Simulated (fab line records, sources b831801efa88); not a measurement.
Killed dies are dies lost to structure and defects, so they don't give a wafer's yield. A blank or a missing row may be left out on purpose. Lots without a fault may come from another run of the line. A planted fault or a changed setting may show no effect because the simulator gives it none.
Problem report in the 8D (eight disciplines) form, filled by code | flow sky130 | the parts of the form that need people (team, actions taken, sign-off) are left out

1. THE PROBLEM
FIELD_ISO_CVD_24_THK at SKY_FIELD_ISO_THK_MEAS_25 reads a mean of 785 nm on 3 wafers of 3 lots; wafers without a fault read 596 nm with a standard deviation of 6.6. That is +29 standard deviations from the usual mean.
First seen on wafer L329.1, day 4 16:04, on film_metro-01. The record holds 40 wafers of 15 lots with a number at this step. Rule for "out", or "out of limits": more than 4 standard deviations from the usual mean. The other wafers with a number count as sound.

2. WHAT IT IS AND WHAT IT IS NOT
question                    | is                           | is not
which readings at this step | FIELD_ISO_CVD_24_THK         | -
which lots                  | L329, L330, L335             | L318, L319, L320, L323, L324, L325, L326, L327, L328, L337, L338, L341
which wafers of those lots  | L329.1, L330.1, L335.1       | L329.2
read on which gauges        | film_metro-01, film_metro-02 | film_metro-04
when                        | from day 4 16:04             | up to then (28 sound wafers); but 9 sound wafers of L337, L338, L341 came after

3. SUSPECTS, AND WHAT RULES EACH OUT
Counting: a tool at a process step up to the reading stays a suspect if it ran every lot that is out. Sound lots after the first of them don't rule it out here, since some wafers of a struck lot are sound.
- the gauge at SKY_FIELD_ISO_THK_MEAS_25: ruled out. The wafers that are out were read on 2 gauges (film_metro-01, film_metro-02).
- hdpcvd-01 at SKY_FIELD_ISO_CVD_24 (deposits SiO2, target thk 595 nm, time 99.2 s): kept. It ran every lot that is out, first L329 (day 4 15:59); its last sound lot up to then is L327 (day 4 05:52).
Left after counting: hdpcvd-01 at SKY_FIELD_ISO_CVD_24.

4. THE CAUSE (what the simulator had put in)
Process parameter drift: hdpcvd-01, from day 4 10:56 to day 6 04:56, at SKY_FIELD_ISO_CVD_24. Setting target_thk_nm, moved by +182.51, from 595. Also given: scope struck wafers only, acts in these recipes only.
Counting left only this tool.

5. THE CHAIN OF EFFECTS, in route order
Each row: a reading whose mean over the struck wafers that have a number lies more than 3 standard deviations from the usual. Only readings for which the record gives a usual standard deviation are gone through. hours: the time from each lot's start at the first step in this table that gives one to its start at this step, as a median over the lots. sigmas: the change in usual standard deviations.
hours | step                      | reading              | usual  | on struck wafers | change | sigmas
0     | SKY_FIELD_ISO_THK_MEAS_25 | FIELD_ISO_CVD_24_THK | 596 nm | 785              | +189   | +29
6     | SKY_FIELD_ISO_CMP_27      | time_to_endpoint_s   | 114 s  | 152              | +38    | +11
The process steps in it:
- SKY_FIELD_ISO_CMP_27: polishes, stops on Si3N4, t overpolish 16 s, target thk 457.8 nm.
Later measuring or inspecting steps at which every struck wafer that the step has a row for has a number for every such reading, and none has moved that far: SKY_PWDE_TW_MEAS_10.

6. WHAT WOULD HAVE CAUGHT IT SOONER
In this record the first reading out of limits at a measuring or inspecting step was taken at day 4 16:04, 5 hours after the fault began at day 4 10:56.
Of the lots that are out (3), L330, L335 began SKY_FIELD_ISO_CVD_24 on hdpcvd-01 after day 4 16:04. A hold on the tool at that time would have spared those 2.
